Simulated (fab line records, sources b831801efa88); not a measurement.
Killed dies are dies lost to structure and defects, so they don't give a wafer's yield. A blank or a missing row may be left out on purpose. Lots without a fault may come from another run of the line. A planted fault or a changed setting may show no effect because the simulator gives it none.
A struck lot beside a sound one | flow sky130 | 17 steps out of a route of 708
Sound: wafers L312.2, L312.3, L312.4. Struck: wafers L331.2, L331.4, L331.6. The cause comes at the end.
At each step with rows: each side's tool, then ch and its chambers, then its first start. Under that, the readings that differ: sound wafers | struck wafers | difference of the means | sigmas: that difference in standard deviations of wafers without a fault.
alike: readings whose means differ by less than 2 such deviations, and words and numbers that are the same on both sides. not compared: withheld readings, readings that some wafer has no value for, bounds like >300 that may hide the same value, and numbers for which the record gives no deviation and whose values overlap.
The two part at a step that has a row with sigmas, a row that says differs or no value, or rows on one side only. Numbers that don't overlap but have no deviation are shown without sigmas and don't part them. A reading that every wafer of one side lacks parts them only if that side has two wafers or more.

SKY_VT_ADJUST_LVTN_OVL_MEAS_07:
  sound on overlay-01, day 7 08:16; struck on overlay-01, day 12 15:20
  alike: VT_ADJUST_LVTN_OVL
then, 1 step without rows for these wafers: SKY_VT_ADJUST_LVTN_IMPLANT_08.
SKY_VT_ADJUST_LVTN_STRIP_09: strips in O2/N2.
  sound on plasma_asher-02 ch 0,1, day 7 08:26; struck on plasma_asher-04 ch 1, day 12 15:31
  reading                      | sound             | struck            | difference | sigmas
  strip_time_to_endpoint_s (s) | 37.05 37.15 37.14 | 36.76 36.98 36.97 | -0.21      | -2
  alike: drypump_motor_current_A, oes_product_au
  not compared: rf_hours_counter_h
SKY_VT_ADJUST_LVTN_TW_MEAS_10:
  sound on film_metro-02, day 7 08:33; struck on film_metro-02, day 12 15:37
  alike: VT_ADJUST_LVTN_TW
then, 7 steps without rows for these wafers: SKY_VT_ADJUST_LVTN_DEHYDRATE_11 (time 60 s); SKY_VT_ADJUST_LVTN_HMDS_12 (prime time 60 s); SKY_VT_ADJUST_LVTN_COAT_13 (resist thk 1140 nm); SKY_VT_ADJUST_LVTN_SOFTBAKE_14 (time 60 s); SKY_VT_ADJUST_LVTN_EXPOSE_15 (exposes mask HVN STD DERIVED, target cd 600 nm); SKY_VT_ADJUST_LVTN_PEB_16; SKY_VT_ADJUST_LVTN_DEVELOP_17 (develop time 60 s).
SKY_VT_ADJUST_LVTN_OVL_MEAS_18:
  sound on overlay-01, day 8 04:28; struck on overlay-01, day 13 15:46
  alike: VT_ADJUST_LVTN_01_OVL
SKY_VT_ADJUST_LVTN_IMPLANT_19:
  sound on implanter-01 ch 0, day 8 04:31; struck on implanter-03 ch 0, day 13 15:49
  reading            | sound                         | struck                        | difference | sigmas
  dose_ions_cm2      | 6.512e+11 6.503e+11 6.507e+11 | 4.808e+11 4.809e+11 4.805e+11 | -1.700e+11 | -99 or more
  faraday_current_uA | 3.63 3.72 3.60                | 2.70 2.76 2.78                | -0.90      | -13
SKY_VT_ADJUST_LVTN_STRIP_20: strips in O2/N2.
  sound on plasma_asher-02 ch 0,1, day 8 04:38; struck on plasma_asher-01 ch 0, day 13 15:57
  reading                     | sound       | struck      | difference | sigmas
  drypump_motor_current_A (A) | 6.6 6.6 6.4 | 5.4 5.4 5.4 | -1.1       | -2
  alike: oes_product_au, strip_time_to_endpoint_s
  not compared: rf_hours_counter_h
SKY_VT_ADJUST_LVTN_TW_MEAS_21:
  sound on film_metro-04, day 8 04:45; struck on film_metro-04, day 13 16:04
  reading             | sound             | struck            | difference | sigmas
  VT_ADJUST_LVTN_2_TW | 185.3 186.2 185.5 | 171.3 171.3 171.0 | -14.5      | -10
then, 1 step without rows for these wafers: SKY_VT_ADJUST_NCORE_DEHYDRATE_00 (time 60 s).
-- the record jumps here: 37 days lie between the struck wafers' starts before and after (it left off in module VT_ADJUST_NCORE and takes up again in module PAD_OPEN, whose first step shown is number 708 of the route) --
SKY_PAD_OPEN_PROBE_99:
  sound on prober-02, day 46 03:26; struck on prober-01, day 50 14:11
  reading                                    | sound                | struck               | difference | sigmas
  model.etest.res_pwell_under_gate.rs_ohm_sq | 2257 2296 2269       | 2297 2321 2309       | +35        |
  model.etest.nfet_g5v0d10v5.body_rise_v (V) | 0.6942 0.6801 0.688  | 0.6331 0.6329 0.641  | -0.0518    |
  model.etest.nfet_16v.body_rise_v (V)       | 0.6841 0.6737 0.6793 | 0.6285 0.6248 0.6327 | -0.0504    |
  model.etest.nfet_g5v0d10v5.vt_sat_v (V)    | 0.7736 0.7784 0.7696 | 0.7301 0.7284 0.7403 | -0.0409    |
  model.etest.nfet_g5v0d10v5.vt_v (V)        | 0.8296 0.8328 0.8259 | 0.7939 0.7909 0.8053 | -0.0327    |
  alike: killed_at_M0_to_M3, killed_at_M4_up, killed_at_contacts, killed_at_front_end, killed_at_other, killed_dies, killed_open, killed_short

WHERE THEY PART
First at SKY_VT_ADJUST_LVTN_STRIP_09; last, within this record, at SKY_VT_ADJUST_LVTN_TW_MEAS_21. Later steps at which nothing parts them and some readings are alike: SKY_PAD_OPEN_PROBE_99.

WHY: what the simulator had put in
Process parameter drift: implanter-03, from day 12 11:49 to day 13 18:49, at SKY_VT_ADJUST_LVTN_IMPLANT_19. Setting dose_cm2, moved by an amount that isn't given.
